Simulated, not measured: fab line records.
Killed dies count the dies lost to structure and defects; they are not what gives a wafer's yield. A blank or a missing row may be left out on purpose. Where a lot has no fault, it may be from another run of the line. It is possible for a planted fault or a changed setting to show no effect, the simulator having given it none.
Matching of chambers :: flow gf180mcu :: GF_V3_CVD_02 on pecvd-02 has 3 sister chambers
The step deposits SiO2 from TEOS, target thk 850 nm, time 94.851 s. 14 wafers are shown with their chamber, then 7 later ones without.

== WAFERS, EACH WITH ITS CHAMBER ==
wafer: L074.1
chamber: 2
heater-power-w (W): 734
rf-fwd-power-W (W): 591.8

wafer: L074.2
chamber: 1
heater-power-w (W): 681
rf-fwd-power-W (W): 594.2

wafer: L074.5
chamber: 2
heater-power-w (W): 800
rf-fwd-power-W (W): 597.6

wafer: L084.2
chamber: 1
heater-power-w (W): 669
rf-fwd-power-W (W): 599.0

wafer: L084.3
chamber: 2
heater-power-w (W): 781
rf-fwd-power-W (W): 593.0

wafer: L084.4
chamber: 0
heater-power-w (W): 741
rf-fwd-power-W (W): 595.0

wafer: L086.1
chamber: 0
heater-power-w (W): 764
rf-fwd-power-W (W): 597.6

wafer: L086.2
chamber: 2
heater-power-w (W): 668
rf-fwd-power-W (W): 591.7

wafer: L086.5
chamber: 2
heater-power-w (W): 731
rf-fwd-power-W (W): 590.0

wafer: L094.2
chamber: 1
heater-power-w (W): 755
rf-fwd-power-W (W): 592.5

wafer: L094.3
chamber: 2
heater-power-w (W): 836
rf-fwd-power-W (W): 591.6

wafer: L094.5
chamber: 1
heater-power-w (W): 604
rf-fwd-power-W (W): 593.5

wafer: L095.2
chamber: 2
heater-power-w (W): 776
rf-fwd-power-W (W): 592.9

wafer: L095.3
chamber: 1
heater-power-w (W): 721
rf-fwd-power-W (W): 593.2

SIGNATURES (averages over the wafers above)
reading: heater-power-w
chamber 0: 752.50
chamber 1: 686.00
chamber 2: 760.86
scatter within a chamber: 53.4

reading: rf-fwd-power-W
chamber 0: 596.300
chamber 1: 594.480
chamber 2: 592.657
scatter within a chamber: 2.43
Rule: for a wafer and a chamber, the distance is found by dividing, reading by reading, the gap between the wafer's reading and the chamber's mean by the reading's scatter, squaring, summing and taking the root. If the next closest chamber is less than 2 further off than the closest, the wafer can't be placed; otherwise it belongs to the closest. The scatter: take each reading less its chamber's mean, square it, sum over the shown wafers, divide by the number of wafers less the number of chambers, and take the root.

== WAFERS MISSING THEIR CHAMBER ==
wafer: L095.5
heater-power-w (W): 784
rf-fwd-power-W (W): 595.3

wafer: L096.3
heater-power-w (W): 824
rf-fwd-power-W (W): 596.9

wafer: L096.5
heater-power-w (W): 657
rf-fwd-power-W (W): 597.4

wafer: L096.6
heater-power-w (W): 637
rf-fwd-power-W (W): 598.3

wafer: L097.1
heater-power-w (W): 770
rf-fwd-power-W (W): 592.0

wafer: L097.2
heater-power-w (W): 679
rf-fwd-power-W (W): 598.5

wafer: L097.6
heater-power-w (W): 695
rf-fwd-power-W (W): 596.9

== CHAMBER TAKEN BY EACH ==
wafer: L095.5
from the rows above: can't be placed: 0 or 2 or 1
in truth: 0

wafer: L096.3
from the rows above: can't be placed: 0 or 2 or 1
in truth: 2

wafer: L096.5
from the rows above: can't be placed: 1 or 0 or 2
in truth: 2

wafer: L096.6
from the rows above: can't be placed: 1 or 0 or 2
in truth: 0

wafer: L097.1
from the rows above: can't be placed: 2 or 0 or 1
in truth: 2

wafer: L097.2
from the rows above: can't be placed: 0 or 1 or 2
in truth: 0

wafer: L097.6
from the rows above: can't be placed: 1 or 0 or 2
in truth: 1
Placed correctly: 0 of 7. These rows do not allow placing 7 (true chamber among the candidates in 7). Placed wrongly: 0.
